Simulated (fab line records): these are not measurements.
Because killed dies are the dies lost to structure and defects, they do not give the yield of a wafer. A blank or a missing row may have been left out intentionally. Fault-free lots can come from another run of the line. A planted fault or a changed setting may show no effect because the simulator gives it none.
A lot that was struck, set against a sound lot || flow gf180mcu || 17 steps out of a route of 602
Sound: these wafers, L923.2, L923.5, L923.6. Struck: wafer L910.2 (left out: L910.1, L910.5 of the same lot, which were not struck); the cause appears at the end.
Per side, at each step with rows, come the tool, then ch with its chambers, and then its first start. Under that, the readings that differ: sound wafers || struck wafers || difference of the means || sigmas: that difference in standard deviations of wafers without a fault.
alike: readings whose means differ by less than 2 such deviations, and words and numbers that are the same on both sides. not compared: withheld readings, readings that some wafer has no value for, bounds like >300 that may hide the same value, and numbers for which the record gives no deviation and whose values overlap.
A row with sigmas, a row that says differs or no value, or rows on one side alone: a step with any of these is where the two part. Numbers that have no deviation but don't overlap get no sigmas and don't part them. Lack of a reading on every wafer of one side parts them only where that side has two or more wafers.

first, 4 steps without rows for these wafers: GF_M2_SOFTBAKE_10 (time 60 s); GF_M2_EXPOSE_11 (exposes mask Metal2, target cd 280 nm); GF_M2_PEB_12 (peb time 90 s); GF_M2_DEVELOP_13 (develop time 60 s).
GF_M2_CD_MEAS_14 targets a cd of 280 nm.
  sound on cd-sem-01 at day 25 17:14; struck on cd-sem-02 at day 21 08:48
  alike: cd-nm
GF_M2_OVL_MEAS_15:
  sound on overlay-02 at day 25 17:21; struck on overlay-01 at day 21 08:55
  alike: M2_OVL
GF_M2_METAL_ETCH_16: etches the open film in Cl2/BCl3, stops on SiO2, target depth 750.8 nm, time 125.1 s.
  sound on rie-metal-01 ch 0,1, day 25 17:23; struck on rie-metal-01 ch 0, day 21 08:57
  alike: chamber-pressure-mTorr, drypump-motor-current-A, oes-product-au, throttle-valve-pct
  not compared: rf-hours-counter-h
GF_M2_STRIP_17: strips in O2/N2.
  sound on plasma-asher-03 ch 0,1, day 25 17:31; struck on plasma-asher-02 ch 0, day 21 09:13
  alike: chamber-pressure-mTorr, drypump-motor-current-A, heater-power-w, oes-product-au, platen-temp-c, strip-time-to-endpoint-s
  not compared: rf-hours-counter-h
then, 3 steps without rows for these wafers: GF_M2_STRIP_18 (strips in post etch residue remover, time 1200 s); GF_M2_CLEAN_19 (cleans in DIW); GF_V2_CVD_00 (deposits SiO2, target thk 600 nm, time 100 s).
GF_V2_THK_MEAS_01:
  sound on film-metro-04 at day 25 18:07; struck on film-metro-04 at day 21 09:49
  alike: V2_CVD_00_THK
GF_V2_CVD_02: deposits SiO2 from TEOS, target thk 850 nm, time 94.851 s.
  sound on pecvd-02 ch 0,1,2, day 25 18:10; struck on pecvd-04 ch 1, day 21 09:53
{"reading": "model.SiO2_of_V2_CVD_02.thk-nm (nm)", "sound": "841.1 877.5 863.9", "struck": 1602, "difference": "+741", "sigmas": ""}
  alike: heater-power-w
GF_V2_THK_MEAS_03:
  sound on film-metro-04 at day 25 18:15; struck on film-metro-02 at day 21 09:57
{"reading": "V2_CVD_02_THK (nm)", "sound": "841 878 864", "struck": 1602, "difference": "+741", "sigmas": "+53"}
GF_V2_CMP_04: polishes SiO2.
  sound on cmp-01 ch 1,2, day 25 18:18; struck on cmp-02 ch 3, day 21 10:04
{"reading": "time-to-endpoint-s (s)", "sound": "73 81 80", "struck": 375, "difference": "+297", "sigmas": "+40"}
  alike: motor-current-A, retaining-ring-pressure-frac
GF_V2_BOW_MEAS_05:
  sound on film-metro-04 at day 25 18:37; struck on film-metro-04 at day 21 10:19
  alike: V2_BOW
-- the record jumps here: 9 days lie between the struck wafers' starts before and after (it left off in module V2 and takes up again in module PASSIVATION, whose first step shown is number 602 of the route) --
GF_PASSIVATION_PROBE_99:
  record: rows for the struck wafers here (prober-01, day 30 17:53), none for the sound ones

WHERE THEY PART
At GF_V2_THK_MEAS_03 first; at GF_PASSIVATION_PROBE_99 last (within this record only).

WHY: whatever the simulator had introduced
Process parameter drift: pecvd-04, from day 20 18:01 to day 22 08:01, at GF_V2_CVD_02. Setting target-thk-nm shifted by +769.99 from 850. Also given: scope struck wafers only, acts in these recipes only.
